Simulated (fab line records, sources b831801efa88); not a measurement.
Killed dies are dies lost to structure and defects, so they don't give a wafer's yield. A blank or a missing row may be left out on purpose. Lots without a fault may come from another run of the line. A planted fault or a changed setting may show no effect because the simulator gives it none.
fab line records | flow sky130
record lots=7 wafers=21 last_day=49
route steps=708 shown LOCAL_INTERCONNECT@405 CONTACT@406 PAD_OPEN@708
lots that met no fault: from a run of the same line without faults
start_h: hours from the record's first day to the start of the lot's first wafer shown | wait_h: hours since the lot's step before | " the same as in the row above | L1.1+2: a row that stands for several wafers | - no value, or no start given | * or withheld: withheld | < > ~ a bound
route shown NAME@n: a module of which the file shows steps, and the number in the route of the first | usual: mean/standard deviation of fault-free wafers | same: alike in all rows | chamber/n: place in a boat | sites: the reading at each site | _std_site: their standard deviation | _edge_site: outer sites' mean less inner sites' | radius_mm: how far each site lies from the wafer's centre | mask NAME#n: copy n | behind: the tool/chamber that last shaped the wafer | hold: why the lot was held/for how many hours/how that ended | device: the transistor (n, p or np) that didn't switch | end of line: the same wafers' tests at the end of the route | a step without rows: its recipe alone | killed: dies lost to structure and defects at the first sort, not the wafer's yield | map: a wafer's dies, x killed, . not, _ none there
set.NAME: the setting as run; set.NAME@STEP: as run at that earlier step | model.NAME: the simulator's own value behind a step, which no gauge read
lots at some steps of the route; a table a step, a row a wafer
services: from which hour (start_h, from the record's first day; less than 0 if before it) a tool's chamber was out of use, for how many hours, and why
## steps
# step SKY_LOCAL_INTERCONNECT_CLEAN_18
# recipe chemistry=O3/DIW dry=n2_spin
# step SKY_CONTACT_CVD_00
# recipe material=Si3N4 target_thk_nm=75 temp_c=400 time_s=withheld rf_w=450
# usual heater_power_w=738/100
# columns lot.wafer tool chamber start_h wait_h heater_power_w
L504.1 pecvd-02 0 790.46 0.0 800
L504.4 " 0 " " 806
L504.5 " 0 " " 809
L507.1 pecvd-04 2 824.12 0.0 866
L507.2 " 1 " " 719
L507.6 " 2 " " 878
L506.2 pecvd-02 2 824.98 0.0 644
L506.4 " 0 " " 790
L506.6 " 0 " " 796
L508.2 pecvd-01 0 833.48 0.0 799
L508.4 " 1 " " 681
L508.6 " 0 " " 783
L509.1 pecvd-04 0 838.98 0.0 914
L509.2 " 2 " " 790
L509.4 " 2 " " 800
L511.1 pecvd-04 1 847.17 0.0 616
L511.5 " 0 " " 860
L511.6 " 2 " " 803
L513.1 pecvd-04 1 859.18 0.0 688
L513.2 " 0 " " 887
L513.6 " 1 " " 696
# step SKY_CONTACT_THK_MEAS_01
# recipe reads=Si3N4_of_CONTACT_CVD_00
# usual CONTACT_CVD_00_THK=75.1/0.97
# columns lot.wafer tool chamber start_h wait_h CONTACT_CVD_00_THK[nm]
L504.1 film_metro-03 - 790.51 - 73.7
L504.4 " - " " 74.2
L504.5 " - " " 74.7
L507.1 film_metro-04 - 824.15 - 73.8
L507.2 " - " " 75.8
L507.6 " - " " 76.9
L506.2 film_metro-04 - 825.04 - 74.1
L506.4 " - " " 74.4
L506.6 " - " " 75.9
L508.2 film_metro-02 - 833.53 - 75.6
L508.4 " - " " 75.4
L508.6 " - " " 76.5
L509.1 film_metro-04 - 839.02 - 74.5
L509.2 " - " " 74.5
L509.4 " - " " 75.7
L511.1 film_metro-04 - 847.21 - 74.3
L511.5 " - " " 75.8
L511.6 " - " " 76.2
L513.1 film_metro-04 - 859.22 - 75.6
L513.2 " - " " 74.4
L513.6 " - " " 75.3
# step SKY_CONTACT_HDPCVD_02
# recipe material=SiO2 target_thk_nm=565 sigma_open_frac=0.3 time_s=94.2 temp_c=600 sih4_flow_sccm=60 pressure_mtorr=6
# step SKY_CONTACT_THK_MEAS_03
# recipe reads=SiO2_of_CONTACT_HDPCVD_02
# usual CONTACT_HDPCVD_THK=566/6.5
# columns lot.wafer tool chamber start_h wait_h CONTACT_HDPCVD_THK[nm]
L504.1 film_metro-02 - 790.64 0.0 573
L504.4 " - " " 570
L504.5 " - " " 573
L507.1 film_metro-02 - 824.28 0.0 571
L507.2 " - " " 570
L507.6 " - " " 570
L506.2 film_metro-02 - 825.17 0.0 565
L506.4 " - " " 566
L506.6 " - " " 561
L508.2 film_metro-03 - 833.66 0.0 573
L508.4 " - " " 578
L508.6 " - " " 571
L509.1 film_metro-02 - 839.15 0.0 569
L509.2 " - " " 571
L509.4 " - " " 564
L511.1 film_metro-03 - 847.33 0.0 555
L511.5 " - " " 559
L511.6 " - " " 559
L513.1 film_metro-02 - 859.35 0.0 577
L513.2 " - " " 573
L513.6 " - " " 572
# step SKY_CONTACT_CMP_04
# recipe material=SiO2 down_force_psi=4 platen_rpm=60 pad_velocity_m_s=0.94248
# usual motor_current_A=12.5/1.4 time_to_endpoint_s=85/4.3
# columns lot.wafer tool chamber start_h wait_h motor_current_A time_to_endpoint_s
L504.1 cmp-02 3 790.70 0.1 11.2 88
L504.4 " 0 " " 14.6 85
L504.5 " 0 " " 13.9 88
L507.2 cmp-02 1 826.28 2.0 12.3 78
L507.1 " 2 " " 11.9 88
L507.6 " 0 " " 14.4 84
L506.2 cmp-02 1 826.48 1.3 11.7 78
L506.4 " 2 " " 11.7 83
L506.6 " 1 " " 12.0 77
L508.2 cmp-01 2 833.76 0.1 13.3 91
L508.4 " 0 " " 13.0 95
L508.6 " 1 " " 10.2 88
L509.2 cmp-01 1 839.26 0.1 11.1 89
L509.1 " 2 " " 13.2 88
L509.4 " 3 " " 14.3 85
L511.1 cmp-02 3 847.39 0.1 11.1 83
L511.6 " 3 " " 12.0 85
L511.5 " 0 " " 14.7 83
L513.2 cmp-01 1 859.41 0.0 11.0 91
L513.1 " 2 " " 13.1 91
L513.6 " 2 " " 13.6 88
# step SKY_CONTACT_BOW_MEAS_05
# recipe mode=bow
# usual CONTACT_BOW=83/7.1
# columns lot.wafer tool chamber start_h wait_h CONTACT_BOW[um]
L504.1 film_metro-02 - 791.00 0.2 78
L504.4 " - " " 79
L504.5 " - " " 86
L507.1 film_metro-04 - 826.48 0.1 85
L507.2 " - " " 80
L507.6 " - " " 86
L506.2 film_metro-03 - 826.81 0.3 87
L506.4 " - " " 86
L506.6 " - " " 76
L508.2 film_metro-03 - 834.03 0.2 88
L508.4 " - " " 90
L508.6 " - " " 90
L509.1 film_metro-03 - 839.51 0.1 91
L509.2 " - " " 83
L509.4 " - " " 83
L511.1 film_metro-04 - 847.69 0.2 93
L511.5 " - " " 88
L511.6 " - " " 88
L513.1 film_metro-04 - 859.71 0.2 71
L513.2 " - " " 72
L513.6 " - " " 85
# step SKY_CONTACT_DEHYDRATE_06
# recipe temp_c=200 time_s=60
# step SKY_CONTACT_HMDS_07
# recipe prime_time_s=60 prime_temp_c=120
# step SKY_CONTACT_COAT_08
# recipe resist=BARC temp_c=withheld time_s=withheld spin_rpm=3000 resist_thk_nm=60
# step SKY_CONTACT_COAT_09
# recipe resist=KrF-thick spin_rpm=3000 resist_thk_nm=450
# step SKY_CONTACT_SOFTBAKE_10
# recipe temp_c=100 time_s=90 resist=KrF-thick
# step SKY_CONTACT_EXPOSE_11
# recipe mask_id=CTM1 na=0.8 source_shape=annular sigma_inner=0.55 sigma_outer=0.85 target_cd_nm=170 dose_mj=38
# usual exposure_dose_mJ_cm2=37.99/0.039 focus_offset_nm=-0.1/0.5
# columns lot.wafer tool chamber start_h wait_h mask exposure_dose_mJ_cm2 focus_offset_nm
L504.1 krf_scanner-01 0 803.77 - CTM1#0 37.98 0.2
L504.4 " 0 " " CTM1#0 38.01 0.4
L504.5 " 0 " " CTM1#0 38.03 0.0
L507.1 krf_scanner-01 0 839.36 - CTM1#0 37.99 -0.5
L507.2 " 0 " " CTM1#0 38.03 -0.3
L507.6 " 0 " " CTM1#0 38.05 -0.1
L506.2 krf_scanner-01 0 840.18 - CTM1#0 31.71 -0.2
L506.4 " 0 " " CTM1#0 31.70 0.6
L506.6 " 0 " " CTM1#0 31.71 -1.1
L508.2 krf_scanner-01 0 847.68 - CTM1#0 31.72 0.0
L508.4 " 0 " " CTM1#0 31.74 0.4
L508.6 " 0 " " CTM1#0 31.70 -0.1
L509.1 krf_scanner-01 0 852.81 - CTM1#0 32.97 0.8
L509.2 " 0 " " CTM1#0 32.91 0.9
L509.4 " 0 " " CTM1#0 32.99 0.3
L511.1 krf_scanner-02 0 860.79 - CTM1#0 37.98 -0.6
L511.5 " 0 " " CTM1#0 38.00 -0.2
L511.6 " 0 " " CTM1#0 37.95 0.5
L513.1 krf_scanner-02 0 873.51 - CTM1#0 37.99 -0.3
L513.2 " 0 " " CTM1#0 37.95 -0.2
L513.6 " 0 " " CTM1#0 38.04 -0.3
# step SKY_CONTACT_PEB_12
# recipe peb_temp_c=withheld peb_time_s=withheld resist=KrF-thick
# step SKY_CONTACT_DEVELOP_13
# recipe develop_time_s=60 resist=KrF-thick dev_temp_c=21
# step SKY_CONTACT_CD_MEAS_14
# recipe target_cd_nm=170
# usual cd_nm=170.0/1.5
# columns lot.wafer tool chamber start_h wait_h cd_nm
L504.1 cd_sem-02 - 817.42 - 168.6
L504.4 " - " " 168.1
L504.5 " - " " 168.9
L507.1 cd_sem-02 - 851.77 - 168.2
L507.2 " - " " 168.2
L507.6 " - " " 169.7
L506.2 cd_sem-02 - 852.44 - 133.6
L506.4 " - " " 134.4
L506.6 " - " " 134.8
L508.2 cd_sem-02 - 860.23 - 136.6
L508.4 " - " " 137.8
L508.6 " - " " 137.9
L509.1 cd_sem-01 - 865.52 - 143.4
L509.2 " - " " 143.0
L509.4 " - " " 142.7
L511.1 cd_sem-01 - 874.01 - 169.7
L511.5 " - " " 169.3
L511.6 " - " " 169.3
L513.1 cd_sem-01 - 885.92 - 169.1
L513.2 " - " " 170.3
L513.6 " - " " 169.5
# step SKY_CONTACT_OVL_MEAS_15
# usual CONTACT_OVL=-2/5.9
# columns lot.wafer tool chamber start_h wait_h CONTACT_OVL[nm]
L504.1 overlay-02 - 817.54 0.1 -7
L504.4 " - " " -1
L504.5 " - " " -4
L507.1 overlay-01 - 851.89 0.1 2
L507.2 " - " " 5
L507.6 " - " " 3
L506.2 overlay-02 - 852.54 0.1 -7
L506.4 " - " " -6
L506.6 " - " " -10
L508.2 overlay-01 - 860.33 0.1 -8
L508.4 " - " " -8
L508.6 " - " " -3
L509.1 overlay-02 - 865.64 0.1 5
L509.2 " - " " -5
L509.4 " - " " -6
L511.1 overlay-01 - 874.13 0.1 4
L511.5 " - " " 9
L511.6 " - " " -2
L513.1 overlay-01 - 886.04 0.1 6
L513.2 " - " " 9
L513.6 " - " " 10
# step SKY_CONTACT_ETCH_16
# recipe chemistry=N2/H2 target=BARC ion_energy_ev=200 source_w=500 bias_w=100 pressure_mtorr=30 n2_flow_sccm=100 h2_flow_sccm=200 stop_on=SiO2 time_s=45.9 target_depth_a=600
# usual drypump_motor_current_A=5.9/0.44 oes_product_au=0.855/0.0045 throttle_valve_pct=13.224/0.0097
# columns lot.wafer tool chamber start_h wait_h drypump_motor_current_A oes_product_au rf_hours_counter_h throttle_valve_pct model.CONTACT.cd_nm
L504.1 rie_diel-04 1 817.57 0.0 5.7 0.850 4 13.224 168.4
L504.4 " 1 " " 5.7 0.855 - 13.224 167.6
L504.5 " 3 " " 5.8 0.854 - 13.226 167.9
L507.1 rie_diel-04 0 851.92 0.0 5.7 0.866 14 13.223 166.6
L507.2 " 1 " " 5.7 0.854 4 13.234 167.8
L507.6 " 2 " " 6.7 0.861 - 13.229 169.6
L506.2 rie_diel-02 3 852.57 0.0 5.8 0.850 1 13.233 133.9
L506.4 " 2 " " 6.6 0.848 27 13.214 134.5
L506.6 " 2 " " 6.6 0.855 - 13.232 135
L508.2 rie_diel-02 2 860.36 0.0 6.5 0.854 28 13.250 135.7
L508.4 " 3 " " 5.8 0.851 2 13.221 137
L508.6 " 2 " " 6.5 0.862 - 13.210 137.9
L509.1 rie_diel-03 3 865.67 0.0 6.1 0.852 12 13.208 142.6
L509.2 " 0 " " 5.3 0.861 18 13.244 142.5
L509.4 " 1 " " 6.0 0.859 - 13.230 142.6
L511.1 rie_diel-03 0 874.16 0.0 5.3 0.852 18 13.228 169.6
L511.5 " 3 " " 6.2 0.854 - 13.235 169.2
L511.6 " 1 " " 6.0 0.852 - 13.224 169.3
L513.1 rie_diel-02 1 886.07 0.0 5.2 0.854 9 13.212 168
L513.2 " 3 " " 5.8 0.853 3 13.241 170.4
L513.6 " 2 " " 6.5 0.849 - 13.223 169.9
# step SKY_CONTACT_ETCH_17
# recipe target=SiO2 chemistry=C4F8/O2/Ar stop_on=Si3N4 mask_material=KrF-thick source_w=1500 bias_w=1200 pressure_mtorr=40 c4f8_flow_sccm=withheld O2_flow_sccm=6 Ar_flow_sccm=300 time_s=withheld target_depth_a=3400
# usual oes_product_au=0.892/0.0046
# columns lot.wafer tool chamber start_h wait_h oes_product_au
L504.1 rie_diel-04 1 817.61 0.0 0.886
L504.4 " 1 " " 0.897
L504.5 " 3 " " 0.896
L507.1 rie_diel-04 0 851.96 0.0 0.895
L507.2 " 1 " " 0.885
L507.6 " 2 " " 0.891
L506.2 rie_diel-02 3 852.61 0.0 0.888
L506.4 " 2 " " 0.889
L506.6 " 2 " " 0.893
L508.2 rie_diel-02 2 860.40 0.0 0.893
L508.4 " 3 " " 0.887
L508.6 " 2 " " 0.899
L509.1 rie_diel-03 3 865.71 0.0 0.893
L509.2 " 0 " " 0.898
L509.4 " 1 " " 0.895
L511.1 rie_diel-03 0 874.20 0.0 0.889
L511.5 " 3 " " 0.887
L511.6 " 1 " " 0.893
L513.1 rie_diel-02 1 886.11 0.0 0.893
L513.2 " 3 " " 0.895
L513.6 " 2 " " 0.899
# step SKY_CONTACT_ETCH_18
# recipe target=Si3N4 chemistry=CHF3/O2 stop_on=TiN source_w=600 bias_w=200 pressure_mtorr=40 chf3_flow_sccm=50 O2_flow_sccm=5 time_s=39 target_depth_a=750
# usual O2_flow_sccm=4.999/0.013 drypump_motor_current_A=5.9/0.43 oes_product_au=0.854/0.0076 throttle_valve_pct=8.793/0.009
# columns lot.wafer tool chamber start_h wait_h O2_flow_sccm drypump_motor_current_A oes_product_au rf_hours_counter_h throttle_valve_pct model.CONTACT.cd_nm
L504.1 rie_diel-04 1 - - 5.010 5.6 0.845 4 8.786 168.1
L504.4 " 1 " " 4.993 5.7 0.842 - 8.782 167.4
L504.5 " 3 " " 4.985 5.8 0.860 - 8.781 167.9
L507.1 rie_diel-04 0 - - 5.002 5.7 0.839 15 8.792 167.2
L507.2 " 1 " " 4.972 5.7 0.853 4 8.802 167.9
L507.6 " 2 " " 4.998 6.6 0.866 - 8.799 169.5
L506.2 rie_diel-02 3 - - 5.014 5.8 0.850 1 8.796 134
L506.4 " 2 " " 5.000 6.5 0.852 27 8.794 134.4
L506.6 " 2 " " 5.015 6.5 0.867 - 8.811 135.1
L508.2 rie_diel-02 2 - - 5.000 6.5 0.851 28 8.794 135.7
L508.4 " 3 " " 4.985 5.8 0.866 2 8.805 137.2
L508.6 " 2 " " 4.999 6.6 0.866 - 8.800 137.9
L509.1 rie_diel-03 3 - - 4.985 6.1 0.855 12 8.787 142.8
L509.2 " 0 " " 4.986 5.3 0.851 18 8.794 142.3
L509.4 " 1 " " 5.009 6.0 0.856 - 8.800 142.6
L511.1 rie_diel-03 0 - - 4.988 5.3 0.847 18 8.788 169.2
L511.5 " 3 " " 4.982 6.2 0.850 - 8.789 169
L511.6 " 1 " " 5.004 6.0 0.861 - 8.811 169.4
L513.1 rie_diel-02 1 - - 5.000 5.2 0.853 9 8.790 168
L513.2 " 3 " " 4.985 5.8 0.848 3 8.788 170.2
L513.6 " 2 " " 4.994 6.5 0.858 - 8.779 169.8
# step SKY_CONTACT_STRIP_19
# recipe chemistry=O2/N2 power_w=1400 pressure_mtorr=1500 platen_temp_c=withheld o2_flow_sccm=3000 n2_flow_sccm=300 overash_fraction=0.5
# usual drypump_motor_current_A=5.8/0.69 oes_product_au=0.382/0.005 strip_time_to_endpoint_s=3.630/0.028
# columns lot.wafer tool chamber start_h wait_h drypump_motor_current_A oes_product_au rf_hours_counter_h strip_time_to_endpoint_s
L504.1 plasma_asher-01 0 817.70 - 4.7 0.381 68 3.657
L504.4 " 1 " " 6.3 0.383 - 3.644
L504.5 " 0 " " 4.7 0.382 - 3.651
L507.1 plasma_asher-04 1 852.05 - 6.7 0.375 103 3.647
L507.2 " 0 " " 6.6 0.382 103 3.646
L507.6 " 1 " " 6.7 0.385 - 3.678
L506.2 plasma_asher-02 0 852.70 - 5.7 0.390 41 3.628
L506.4 " 1 " " 5.6 0.385 - 3.614
L506.6 " 1 " " 5.7 0.379 - 3.618
L508.2 plasma_asher-02 1 860.49 - 5.7 0.383 42 3.634
L508.4 " 1 " " 5.7 0.384 - 3.664
L508.6 " 0 " " 5.7 0.379 - 3.631
L509.1 plasma_asher-01 1 865.80 - 6.3 0.385 73 3.651
L509.2 " 0 " " 4.7 0.375 73 3.600
L509.4 " 1 " " 6.3 0.368 - 3.593
L511.1 plasma_asher-02 0 874.29 - 5.7 0.381 43 3.580
L511.5 " 1 " " 5.7 0.379 - 3.634
L511.6 " 0 " " 5.7 0.373 - 3.589
L513.1 plasma_asher-04 0 886.20 - 6.6 0.383 107 3.657
L513.2 " 1 " " 6.7 0.388 107 3.647
L513.6 " 1 " " 6.6 0.385 - 3.648
# step SKY_PAD_OPEN_PROBE_99
# usual killed_at_M0_to_M3=43/6.7 killed_at_M4_up=3.2/1.9 killed_at_contacts=24/5.9 killed_at_front_end=15/4.1 killed_at_other=0.3/0.56 killed_dies=86/9.5 killed_on_rim=17/3.7 killed_open=47/7.4 killed_short=39/5.5
# same gross_dies=492 killed_at_back_side=0
# columns lot.wafer tool chamber start_h wait_h killed_at_M0_to_M3 killed_at_M4_up killed_at_contacts killed_at_front_end killed_at_other killed_dies killed_on_rim killed_open killed_short
L504.1 prober-02 - 1136.65 0.1 32 0 30 26 0 88 17 54 34
L504.4 prober-02 - 1136.80 0.2 31 6 30 16 0 83 16 45 38
L504.5 prober-02 - 1136.85 0.2 32 1 24 16 0 73 15 37 36
L506.2 prober-02 - 1160.94 0.1 40 2 337 13 0 392 96 41 35
L506.4 prober-02 - 1161.04 0.2 45 4 319 20 0 388 94 46 52
L506.6 prober-02 - 1161.14 0.2 67 4 321 14 0 406 96 61 55
L507.1 prober-01 - 1162.20 0.1 35 4 37 11 0 87 21 40 47
L507.2 prober-01 - 1162.25 0.1 37 6 37 14 1 95 19 54 41
L507.6 prober-01 - 1162.45 0.2 38 3 14 19 0 74 10 33 41
L508.2 prober-02 - 1166.64 0.1 43 3 325 25 0 396 95 62 47
L508.4 prober-02 - 1166.74 0.2 42 4 339 20 0 405 94 56 45
L508.6 prober-02 - 1166.84 0.2 49 0 311 16 0 376 95 50 47
L509.1 prober-01 - 1170.68 0.1 42 4 139 20 1 206 78 45 37
L509.2 prober-01 - 1170.73 0.1 60 2 144 13 2 221 76 53 46
L509.4 prober-01 - 1170.83 0.2 49 0 162 18 1 230 81 53 42
L511.1 prober-01 - 1176.54 0.1 44 5 17 15 0 81 15 45 36
L511.5 prober-01 - 1176.74 0.2 46 3 32 16 0 97 12 56 41
L511.6 prober-01 - 1176.79 0.2 46 5 23 16 0 90 15 51 39
L513.1 prober-01 - 1184.94 0.1 38 3 23 28 0 92 21 51 41
L513.2 prober-01 - 1184.99 0.1 42 6 20 11 0 79 14 41 38
L513.6 prober-01 - 1185.19 0.2 48 3 19 15 0 85 20 47 38
# killed by level:class
L504.1 CONTACT:geometric_particle:open=15 FIELD_ISO:geometric_particle:short=10 FIELD_ISO:geometric_particle:open=9 VIA1:geometric_particle:open=6 LI_CONTACT:geometric_particle:open=6 METAL1:geometric_particle:short=5 VIA3:geometric_particle:open=5 POLY_GATE:geometric_particle:open=4
L504.4 CONTACT:geometric_particle:open=13 METAL1:geometric_particle:short=10 FIELD_ISO:geometric_particle:open=7 VIA3:geometric_particle:open=6 FIELD_ISO:geometric_particle:short=5 LI_CONTACT:geometric_particle:open=5 LOCAL_INTERCONNECT:geometric_particle:short=5 VIA2:geometric_particle:open=4
L504.5 CONTACT:geometric_particle:open=10 VIA3:geometric_particle:open=8 FIELD_ISO:geometric_particle:short=5 FIELD_ISO:geometric_particle:open=4 LI_CONTACT:geometric_particle:short=4 VIA1:geometric_particle:short=4 VIA2:geometric_particle:short=4 VIA3:geometric_particle:short=4
L506.2 CONTACT:area_expose=316 METAL1:geometric_particle:short=9 CONTACT:geometric_particle:open=8 VIA1:geometric_particle:open=8 VIA2:geometric_particle:open=7 LI_CONTACT:geometric_particle:open=6 METAL2:geometric_particle:short=6 VIA1:geometric_particle:short=4
L506.4 CONTACT:area_expose=290 CONTACT:geometric_particle:open=12 METAL1:geometric_particle:short=8 VIA1:geometric_particle:open=8 FIELD_ISO:geometric_particle:open=7 LOCAL_INTERCONNECT:geometric_particle:short=7 FIELD_ISO:geometric_particle:short=6 CONTACT:geometric_particle:short=6
L506.6 CONTACT:area_expose=290 VIA1:geometric_particle:open=21 CONTACT:geometric_particle:open=14 METAL2:geometric_particle:short=7 METAL3:geometric_particle:short=7 VIA2:geometric_particle:open=7 POLY_GATE:geometric_particle:open=6 CONTACT:geometric_particle:short=6
L507.1 CONTACT:geometric_particle:short=11 CONTACT:geometric_particle:open=9 LOCAL_INTERCONNECT:geometric_particle:short=8 VIA1:geometric_particle:open=8 METAL2:geometric_particle:short=7 VIA3:geometric_particle:open=6 LI_CONTACT:geometric_particle:open=5 VIA2:geometric_particle:open=4
L507.2 CONTACT:geometric_particle:open=17 LI_CONTACT:geometric_particle:open=8 VIA1:geometric_particle:open=8 VIA3:geometric_particle:open=5 POLY_GATE:geometric_particle:short=4 LI_CONTACT:geometric_particle:short=4 VIA2:geometric_particle:open=4 METAL4:geometric_particle:short=4
L507.6 VIA3:geometric_particle:short=6 POLY_GATE:geometric_particle:open=6 VIA1:geometric_particle:open=6 POLY_GATE:geometric_particle:short=5 CONTACT:geometric_particle:open=5 METAL2:geometric_particle:short=5 VIA3:geometric_particle:open=4 CONTACT:geometric_particle:short=4
L508.2 CONTACT:area_expose=287 CONTACT:geometric_particle:open=16 LI_CONTACT:geometric_particle:open=10 VIA1:geometric_particle:open=8 VIA3:geometric_particle:open=7 POLY_GATE:geometric_particle:short=7 VIA1:geometric_particle:short=6 POLY_GATE:geometric_particle:open=6
L508.4 CONTACT:area_expose=304 CONTACT:geometric_particle:open=15 VIA1:geometric_particle:open=14 VIA1:geometric_particle:short=8 CONTACT:geometric_particle:short=8 METAL1:geometric_particle:short=6 LI_CONTACT:geometric_particle:open=5 FIELD_ISO:geometric_particle:open=4
L508.6 CONTACT:area_expose=279 CONTACT:geometric_particle:open=12 LI_CONTACT:geometric_particle:open=9 VIA1:geometric_particle:open=9 VIA1:geometric_particle:short=7 METAL2:geometric_particle:short=6 VIA3:geometric_particle:open=6 POLY_GATE:geometric_particle:short=5
L509.1 CONTACT:area_expose=124 VIA1:geometric_particle:open=12 POLY_GATE:geometric_particle:short=7 VIA2:geometric_particle:open=7 CONTACT:geometric_particle:open=6 METAL1:geometric_particle:short=5 CONTACT:geometric_particle:short=5 POLY_GATE:geometric_particle:open=4
L509.2 CONTACT:area_expose=122 VIA1:geometric_particle:open=11 LI_CONTACT:geometric_particle:open=9 VIA3:geometric_particle:open=9 METAL3:geometric_particle:short=9 METAL1:geometric_particle:short=7 CONTACT:geometric_particle:open=6 VIA2:geometric_particle:open=6
L509.4 CONTACT:area_expose=135 CONTACT:geometric_particle:open=13 VIA2:geometric_particle:open=9 POLY_GATE:geometric_particle:short=7 LI_CONTACT:geometric_particle:open=6 METAL1:geometric_particle:short=6 METAL2:geometric_particle:short=6 VIA3:geometric_particle:open=5
L511.1 VIA1:geometric_particle:open=8 VIA2:geometric_particle:open=8 LI_CONTACT:geometric_particle:open=5 LOCAL_INTERCONNECT:geometric_particle:short=5 VIA1:geometric_particle:short=5 FIELD_ISO:geometric_particle:open=4 CONTACT:geometric_particle:open=4 METAL2:geometric_particle:short=4
L511.5 VIA2:geometric_particle:open=12 CONTACT:geometric_particle:open=10 VIA1:geometric_particle:open=9 LI_CONTACT:geometric_particle:open=8 LOCAL_INTERCONNECT:geometric_particle:short=8 METAL2:geometric_particle:short=5 VIA3:geometric_particle:open=5 FIELD_ISO:geometric_particle:short=4
L511.6 VIA1:geometric_particle:open=12 LI_CONTACT:geometric_particle:open=9 VIA2:geometric_particle:short=7 CONTACT:geometric_particle:open=6 FIELD_ISO:geometric_particle:open=5 VIA3:geometric_particle:open=5 FIELD_ISO:geometric_particle:short=4 VIA1:geometric_particle:short=4
L513.1 FIELD_ISO:geometric_particle:short=9 POLY_GATE:geometric_particle:open=9 VIA2:geometric_particle:open=8 LOCAL_INTERCONNECT:geometric_particle:short=6 CONTACT:geometric_particle:open=6 VIA1:geometric_particle:open=6 FIELD_ISO:geometric_particle:open=5 LI_CONTACT:geometric_particle:open=5
L513.2 VIA3:geometric_particle:open=7 VIA1:geometric_particle:open=7 VIA2:geometric_particle:open=7 LI_CONTACT:geometric_particle:open=6 METAL4:geometric_particle:short=5 METAL1:geometric_particle:short=5 CONTACT:geometric_particle:short=5 CONTACT:geometric_particle:open=5
L513.6 VIA1:geometric_particle:open=12 VIA2:geometric_particle:open=10 LOCAL_INTERCONNECT:geometric_particle:short=6 FIELD_ISO:geometric_particle:short=5 VIA1:geometric_particle:short=5 CONTACT:geometric_particle:open=4 METAL2:geometric_particle:short=4 VIA3:geometric_particle:open=4
# map L506.6 (x killed, . not)
__________xxxxxxxxxx_________
________xxxxxxxxxxxxxx_______
______xxxxxxxxxxxxxxxxxx_____
_____xxxxxxxxxx.xxxxxxxxx____
____xxxxxx.xxx.x.xxxxxxxxx___
___xxxxx.x.xx.xxx.xxxx.xxxx__
__xxx.xx.xx.x.xxx..xx.xxxxxx_
_xxx.xx..x.xx..xxxx.xx..x.xxx
_xxxx.x.xx.xxx.x.xxx.xxxxxxxx
_xxx.xxx.xxx..x.x..xx.xxxxxxx
_xxxxxx.xxx..xxxx.....xxx.xxx
_xxxxxxx...x.xxx...xxxxxxxxxx
_xxxxxxxxxxx.x....xxx..xx.xxx
_xxxxxxxx.xx.xx.....xx.x..x.x
_xxxxxxxxxxxx.xxxx.xxxxxxxxxx
__xxxxxxxxxx..xxxxxxxx.xxxxx_
___xxxxxxxx.xxx.xxxxxxxxxxx__
____xxxxxxx.x.xxxxxxxxxxxx___
_____xxxxxx.xxxx.xxxxxxxx____
______xxxxxxxxxxxxxxxxxx_____
________xxxxxxxxxxxxxx_______
__________xxxxxxxxxx_________
# map L508.4 (x killed, . not)
__________xxxxxxxxxx_________
________xxxxxx.xxxxxxx_______
______xxxxx.xxx.xx.xxxxx_____
_____xxxxxxxxxxxx.xxxxxxx____
____xxxxxxxx.xxxxxx.xxxxxx___
___xxx.x.xxxxx..xx.xxxxxxxx__
__xxxxxx...xxx.x..xxxxxxxxxx_
_xxxxxxxxxxxx.xxxx.xxx.xxxx.x
_xxxxxx.xx...xxxx..x..xxxxxxx
_xxxxx...xx.xx..xx..x.xxxxxxx
_xxxxx.xx.xx.xxx.x.x.x.xxxxxx
_xxxxxx..xx.x...x.xx..x.xxxxx
_xxxxxxxx.xxx.x.xxxxxxxxxxxxx
_xxxx.xx.x.x..x.xx.xxx.x.xxxx
_xxxxx..xx.xxxxxxx..xx.xxxx.x
__xxx.xxxx.xxxx.xxxxx.xxxxxx_
___xxxxxxx...x.xxx.xxxxxxxx__
____xxxxxx..xxxxxx.xxxxxxx___
_____xxxxxxxxxxxxxxxxxxxx____
______xxxxxxxxxxxxxxxxxx_____
________xxxxxxxxxxxxxx_______
__________xxxxxxxxxx_________
## services
# columns tool chamber start_h hours kind
pecvd-02 1 789.50 4.8 repair
pecvd-02 0 795.74 8.1 repair
krf_scanner-02 - 805.34 50.5 repair
krf_scanner-02 - 812.69 4.3 repair
rie_diel-04 0 817.50 3.2 repair
cmp-01 - 823.34 2.7 repair
pecvd-02 - 828.88 6.0 pm
pecvd-04 2 829.03 4.1 repair
pecvd-04 - 829.52 6.0 pm
cmp-01 - 836.44 1.8 repair
cmp-01 - 836.74 0.4 repair
rie_diel-03 2 845.24 3.2 repair
rie_diel-04 - 846.25 0.6 repair
krf_scanner-02 - 850.40 0.3 repair
krf_scanner-02 - 855.82 0.8 pm
cmp-02 - 856.57 5.7 pm
krf_scanner-01 - 856.57 3.6 pm
krf_scanner-01 - 860.13 1.0 pm
krf_scanner-02 - 861.13 1.0 pm
krf_scanner-01 - 862.18 1.3 pm
krf_scanner-02 - 863.80 0.6 repair
pecvd-04 - 864.44 7.0 repair
krf_scanner-01 - 874.13 0.3 repair
rie_diel-04 - 879.15 1.1 repair
## key
first_sign step=SKY_CONTACT_EXPOSE_11 reading=exposure_dose_mJ_cm2 direction=down sigmas=99+ usual=* struck=*
effect step=SKY_CONTACT_CD_MEAS_14 reading=cd_nm direction=down sigmas=22 usual=170.0 struck=138.2 through=control_loop
effect step=SKY_PAD_OPEN_PROBE_99 reading=killed_at_contacts direction=up sigmas=41 usual=24 struck=266
model_effect step=SKY_CONTACT_ETCH_16 value=CONTACT.cd_nm without=168.8 struck=138
model_effect step=SKY_CONTACT_ETCH_18 value=CONTACT.cd_nm without=168.9 struck=138
more_kills_born_at SKY_CONTACT_EXPOSE_11@krf_scanner-01=2147
met_at SKY_CONTACT_EXPOSE_11
struck_wafers L506.2,L506.4,L506.6,L508.2,L508.4,L508.6,L509.1,L509.2,L509.4
later_rows_left_out L506.2,L506.4,L506.6,L508.2,L508.4,L508.6
tester_left_out L506,L508,L509
loop_trim step=SKY_CONTACT_EXPOSE_11 setting=dose lots=L509
onset_between 839.36 840.18
fault kind=process_parameter_drift tool=krf_scanner-01 chamber=- onset_h=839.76 steps=SKY_CONTACT_EXPOSE_11 channel=dose_mj offset=-6.2636 shape=step acts_in=these_recipes_only stated=38
# tester_left_out: of these lots the tester's yield and bins aren't shown, on N5 and GAA mostly nor the transistor test; their killed dies are dies lost to structure and defects alone, not to doping, threshold or leakage, so they don't give the yield
# later_rows_left_out: the simulator's readings of these wafers behind a module that went badly wrong aren't trusted and aren't shown, but for the sort
# loop_trim: a control loop set the setting to another value than it would have without faults
